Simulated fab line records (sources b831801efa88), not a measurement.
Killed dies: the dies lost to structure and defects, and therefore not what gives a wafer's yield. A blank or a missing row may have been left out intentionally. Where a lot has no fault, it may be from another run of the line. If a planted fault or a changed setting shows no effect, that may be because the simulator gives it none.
Chamber matching / flow gf180mcu / 4 sister chambers for GF_SAB_ETCH_11 on rie diel-02
The step etches SiO2 in C4F8/O2/Ar, target depth 55 nm, time 8.5 s. 8 wafers are shown with their chamber, then 8 later ones without.

WAFERS PAIRED WITH THEIR CHAMBERS
wafer=L956.3; chamber=1; oes product au (a.u.)=1.010
wafer=L965.5; chamber=3; oes product au (a.u.)=1.001
wafer=L970.2; chamber=1; oes product au (a.u.)=1.009
wafer=L970.5; chamber=0; oes product au (a.u.)=1.023
wafer=L973.2; chamber=2; oes product au (a.u.)=1.042
wafer=L973.3; chamber=3; oes product au (a.u.)=1.016
wafer=L973.6; chamber=2; oes product au (a.u.)=1.034
wafer=L975.1; chamber=0; oes product au (a.u.)=1.000

WAFERS WHOSE CHAMBER IS MISSING
wafer=L975.3; oes product au (a.u.)=1.023
wafer=L975.6; oes product au (a.u.)=1.016
wafer=L976.1; oes product au (a.u.)=1.029
wafer=L976.3; oes product au (a.u.)=1.021
wafer=L976.6; oes product au (a.u.)=1.004
wafer=L979.3; oes product au (a.u.)=1.022
wafer=L979.5; oes product au (a.u.)=1.020
wafer=L979.6; oes product au (a.u.)=1.009

EACH ONE'S CHAMBER
wafer=L975.3; from the rows above=can't be placed: 0 or 1 or 3 or 2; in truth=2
wafer=L975.6; from the rows above=can't be placed: 0 or 1 or 3 or 2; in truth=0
wafer=L976.1; from the rows above=can't be placed: 2 or 0 or 1 or 3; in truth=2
wafer=L976.3; from the rows above=can't be placed: 0 or 1 or 3 or 2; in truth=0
wafer=L976.6; from the rows above=can't be placed: 3 or 1 or 0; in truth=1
wafer=L979.3; from the rows above=can't be placed: 0 or 1 or 3 or 2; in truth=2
wafer=L979.5; from the rows above=can't be placed: 0 or 1 or 3 or 2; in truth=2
wafer=L979.6; from the rows above=can't be placed: 3 or 1 or 0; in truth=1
Correctly placed: 0 of 8. Not placeable from these rows: 8 (in 8, the candidates include the true chamber). 0 placed wrongly.
How it was worked out, from the rows above alone: a wafer's distance from a chamber is the root of the sum, over the readings, of the square of ((its reading less the chamber's mean) divided by the reading's scatter). If the next closest chamber is less than 2 further off than the closest, the wafer can't be placed; otherwise it belongs to the closest. A chamber's mean is the mean of its shown wafers. How the scatter is found: for the shown wafers, subtract from each reading the mean of its chamber, square and add these, divide the total by (wafers less chambers), then take the root.
